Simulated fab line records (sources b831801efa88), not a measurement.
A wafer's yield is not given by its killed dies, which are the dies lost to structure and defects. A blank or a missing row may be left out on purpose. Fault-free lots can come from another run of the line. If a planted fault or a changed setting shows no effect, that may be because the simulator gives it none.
Which tool is to blame? + flow gf180mcu + 14 lots with 42 wafers sampled at 4 steps, on a route of 602 steps

WHAT EACH GAUGE READ, for each wafer
GF_STI_THK_MEAS_22.
| lot  | measured    | on           | STI_OXIDATION_01_THK (nm) |
|------|-------------|--------------|---------------------------|
| L110 | day 2 02:59 | filmMetro-03 | 14.97 14.80 15.09         |
| L111 | day 2 08:26 | filmMetro-02 | 14.70 14.96 15.03         |
| L112 | day 2 14:45 | filmMetro-01 | 15.43 14.94 15.34         |
| L113 | day 2 19:54 | filmMetro-01 | 15.10 15.15 15.31         |
| L114 | day 3 00:48 | filmMetro-01 | 15.32 15.48 15.07         |
| L116 | day 3 10:55 | filmMetro-03 | 14.57 14.79 14.45         |
| L125 | day 5 08:23 | filmMetro-03 | 15.31 15.29 15.49         |
| L126 | day 5 13:34 | filmMetro-02 | 15.03 15.05 15.21         |
| L127 | day 5 19:04 | filmMetro-03 | 15.19 15.44 15.42         |
| L128 | day 6 00:05 | filmMetro-01 | 15.32 15.59 15.68         |
| L129 | day 6 04:51 | filmMetro-03 | 15.21 15.18 15.21         |
| L130 | day 6 10:59 | filmMetro-01 | 15.38 15.30 15.02         |
| L132 | day 6 20:24 | filmMetro-01 | 14.84 14.68 14.89         |
| L133 | day 7 05:12 | filmMetro-01 | 15.40 15.25 15.05         |

GF_NWELL_TW_MEAS_11.
| lot  | measured    | on           | NWELL_TW       |
|------|-------------|--------------|----------------|
| L110 | day 3 07:32 | filmMetro-04 | 1591 1592 1589 |
| L111 | day 3 13:00 | filmMetro-01 | 1600 1599 1611 |
| L112 | day 3 19:52 | filmMetro-03 | 1581 1582 1582 |
| L113 | day 3 23:47 | filmMetro-01 | 1603 1605 1607 |
| L114 | day 4 06:01 | filmMetro-04 | 1595 1604 1595 |
| L116 | day 4 15:58 | filmMetro-03 | 1589 1579 1579 |
| L127 | day 7 04:41 | filmMetro-01 | 1590 1588 1589 |
| L128 | day 7 09:33 | filmMetro-04 | 1585 1592 1594 |
| L129 | day 7 15:32 | filmMetro-04 | 1593 1588 1594 |
| L130 | day 7 22:27 | filmMetro-04 | 1590 1598 1595 |
| L132 | day 8 08:16 | filmMetro-01 | 1579 1577 1586 |
| L133 | day 8 19:06 | filmMetro-01 | 1584 1579 1594 |

TOOL THAT RAN EACH LOT (tool first, then ch and the chambers of the sampled wafers, then the start)
| lot  | GF_STI_PEB_10                   | GF_STI_ETCH_14                 |
|------|---------------------------------|--------------------------------|
| L110 | lithoTrack-04 ch 0, day 2 00:38 | rieSi-02 ch 2,3, day 2 01:11   |
| L111 | lithoTrack-02 ch 0, day 2 06:12 | rieSi-02 ch 1,2,3, day 2 06:43 |
| L112 | lithoTrack-03 ch 0, day 2 12:36 | rieSi-02 ch 1,2, day 2 13:03   |
| L113 | lithoTrack-03 ch 0, day 2 16:38 | rieSi-02 ch 0,1,2, day 2 17:09 |
| L114 | lithoTrack-03 ch 0, day 2 21:06 | rieSi-02 ch 0,1,3, day 2 21:42 |
| L116 | lithoTrack-03 ch 0, day 3 08:42 | rieSi-02 ch 1,2,3, day 3 09:15 |
| L125 | lithoTrack-04, day 5 06:11      | rieSi-02 ch 0,1,3, day 5 06:44 |
| L126 | lithoTrack-02, day 5 11:22      | rieSi-02 ch 0,2,3, day 5 11:55 |
| L127 | lithoTrack-02 ch 0, day 5 16:55 | rieSi-02 ch 0,2,3, day 5 17:22 |
| L128 | lithoTrack-04 ch 0, day 5 21:55 | rieSi-02 ch 0,1,2, day 5 22:26 |
| L129 | lithoTrack-04 ch 0, day 6 02:38 | rieSi-01 ch 0,2,3, day 6 03:11 |
| L130 | lithoTrack-03 ch 0, day 6 08:18 | rieSi-01 ch 1,2,3, day 6 08:51 |
| L132 | lithoTrack-02 ch 0, day 6 18:12 | rieSi-02 ch 1,2,3, day 6 18:43 |
| L133 | lithoTrack-04 ch 0, day 7 00:52 | rieSi-02 ch 1,2,3, day 7 01:23 |
- GF_STI_PEB_10: peb time 90 s.
- GF_STI_ETCH_14: etches Si in HBr/Cl2/O2, target depth 360 nm, time 102.9 s.

WHAT THE TOOLS THEMSELVES READ (means of the sampled wafers that have a number; where no wafer has one, the mark that the record gives instead)
GF_STI_PEB_10.
| lot  | tool          | chillPlateTempC (C) | exhaustPa (Pa) | resistLineTempC (C) |
|------|---------------|---------------------|----------------|---------------------|
| L110 | lithoTrack-04 | 22.98               | 46.0           | 23.03               |
| L111 | lithoTrack-02 | 22.93               | 45.0           | 22.97               |
| L112 | lithoTrack-03 | 22.94               | 45.0           | 23.06               |
| L113 | lithoTrack-03 | 23.09               | 45.6           | 23.23               |
| L114 | lithoTrack-03 | 23.01               | 45.3           | 23.14               |
| L116 | lithoTrack-03 | 23.01               | 45.4           | 22.97               |
| L125 | lithoTrack-04 | -                   | -              | -                   |
| L126 | lithoTrack-02 | -                   | -              | -                   |
| L127 | lithoTrack-02 | 23.12               | 44.3           | 22.86               |
| L128 | lithoTrack-04 | 22.95               | 43.9           | 22.77               |
| L129 | lithoTrack-04 | 23.02               | 44.3           | 23.01               |
| L130 | lithoTrack-03 | 22.97               | 44.6           | 23.07               |
| L132 | lithoTrack-02 | 22.95               | 45.2           | 23.04               |
| L133 | lithoTrack-04 | 22.98               | 44.3           | 23.28               |

GF_STI_ETCH_14.
| lot  | tool     | HBr_flow_sccm (sccm) | drypumpMotorCurrentA (A) | oesProductAu (a.u.) | throttleValvePct (%) |
|------|----------|----------------------|--------------------------|---------------------|----------------------|
| L110 | rieSi-02 | 150.5                | 5.5                      | 1.004               | 25.657               |
| L111 | rieSi-02 | 149.8                | 5.7                      | 1.003               | 25.655               |
| L112 | rieSi-02 | 150.2                | 6.0                      | 1.009               | 25.638               |
| L113 | rieSi-02 | 150.4                | 5.6                      | 1.000               | 25.652               |
| L114 | rieSi-02 | 150.3                | 5.4                      | 0.999               | 25.660               |
| L116 | rieSi-02 | 150.0                | 5.7                      | 1.003               | 25.640               |
| L125 | rieSi-02 | 150.2                | 5.4                      | 1.004               | 25.667               |
| L126 | rieSi-02 | 150.1                | 5.2                      | 1.000               | 25.656               |
| L127 | rieSi-02 | 150.0                | 5.2                      | 0.997               | 25.657               |
| L128 | rieSi-02 | 149.8                | 5.6                      | 1.006               | 25.657               |
| L129 | rieSi-01 | 150.3                | 5.6                      | 0.998               | 25.663               |
| L130 | rieSi-01 | 149.9                | 5.9                      | 1.007               | 25.658               |
| L132 | rieSi-02 | 150.1                | 5.7                      | 1.001               | 25.653               |
| L133 | rieSi-02 | 149.7                | 5.7                      | 0.998               | 25.648               |

THE ANSWER, worked out from the rows above alone
Rule: the lots themselves supply what counts as usual. The widest of any qualifying gaps counts: lots, ordered by their means at a reading, are off when they make up no more than a third of the lots, leave a main group of 4 or more, and stand apart from it by 3 or more times the standard deviation of that group's means. Not used: any main group whose means are identical at the precision the tables above print for the reading. A lot without any number at a reading at which 4 lots or more have one is off too. Any other lot the step has rows for is counted as sound. After the gauges, taken in route order, come the tools' own readings; for these a lot's mean is taken, as printed above. The first step at which some lot is off is used, and at that step the reading that is off furthest; a lot without a number counts as furthest.
Off: L125, L126 (GF_STI_PEB_10, chillPlateTempC). Without a number there: L125, L126. The main group: mean 23.00 C, standard deviation 0.056.
A tool fits if, at that step or a process step before it, it ran every lot that is off, and no sound lot after the first of them. None of those tried fits.

WHAT THE SIMULATOR PUT IN
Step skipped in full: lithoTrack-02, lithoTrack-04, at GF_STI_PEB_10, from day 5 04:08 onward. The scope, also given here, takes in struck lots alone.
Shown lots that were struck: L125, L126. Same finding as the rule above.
